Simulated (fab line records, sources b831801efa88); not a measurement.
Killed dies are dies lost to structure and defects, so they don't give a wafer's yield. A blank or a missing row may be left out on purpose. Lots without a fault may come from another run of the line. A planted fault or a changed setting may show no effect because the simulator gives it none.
One fault seen from 2 desks | flow gf180mcu | each desk has only its own numbers; what lay behind them comes last

THE METROLOGY DESK
What the gauges read, lot by lot, whatever tool the lot ran on: means of the sampled wafers that have a number. A lot is out of limits, marked OUT, if its mean lies more than 4 standard deviations from the usual mean; the brackets give that distance.
Columns: A = SAB_CVD_00_THK at GF_SAB_THK_MEAS_01, usual 49.8 nm; B = SAB_OVL at GF_SAB_OVL_MEAS_10, usual 0.9 nm
lot  | first seen here | A               | B
L156 | day 13 22:33    | 50.0            | 0.7
L157 | day 14 07:22    | 50.4            | -1.0
L158 | day 15 18:16    | 50.3            | -1.2
L164 | day 17 03:04    | 46.6 (-4.4) OUT | 1.7
L165 | day 17 16:22    | 46.6 (-4.5) OUT | 2.6
L171 | day 19 17:08    | 50.1            | -0.2
L172 | day 20 04:35    | 49.8            | 3.1
L173 | day 20 07:58    | 50.7            | 0.6
L174 | day 20 16:51    | 49.3            | 1.9
L175 | day 21 01:02    | 50.5            | 1.8
L176 | day 21 11:10    | 49.7            | 0.1
L177 | day 21 14:49    | 49.3            | 1.4
L179 | day 22 08:40    | 49.8            | 1.3
This desk's finding: out of limits on L164, L165; first on L164, day 17 03:04 (SAB_CVD_00_THK at GF_SAB_THK_MEAS_01). In limits: L156, L157, L158, L171, L172, L173, L174, L175, L176, L177, L179.

THE TOOL OWNER'S DESK: pecvd-01
The tool's own readings at GF_SAB_CVD_00 (deposits SiO2 from TEOS, target thk 50 nm, time 4.9302 s): means of the sampled wafers that have a number, for each lot that ran on this tool. A lot is out of limits, marked OUT, if its mean lies more than 4 standard deviations from the usual mean; the brackets give that distance.
Columns: A = heater_power_outer_w at GF_SAB_CVD_00, usual 356 W; B = heater_power_w at GF_SAB_CVD_00, usual 643 W
lot  | first seen here | A   | B
L156 | day 13 22:31    | 278 | 533
L164 | day 17 03:03    | 324 | 594
L165 | day 17 16:20    | 318 | 590
L173 | day 20 07:57    | 351 | 636
L174 | day 20 16:50    | 370 | 638
L179 | day 22 08:38    | 319 | 603
This desk's finding: nothing out of limits on any of the 6 lots.

PUT TOGETHER
The metrology desk could have raised an alarm at day 17 03:04, on L164, L165.
The tool owner's desk saw nothing out of limits.
The tool owner's desk has L164, L165 on record, within its limits.
Of the lots named, all ran GF_SAB_CVD_00 on pecvd-01.

WHAT THE SIMULATOR HAD PUT IN
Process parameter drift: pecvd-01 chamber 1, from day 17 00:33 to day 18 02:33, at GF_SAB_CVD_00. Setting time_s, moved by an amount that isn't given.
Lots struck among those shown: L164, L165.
Hours from the fault's start to each desk's first reading out of limits: the metrology desk, 3.
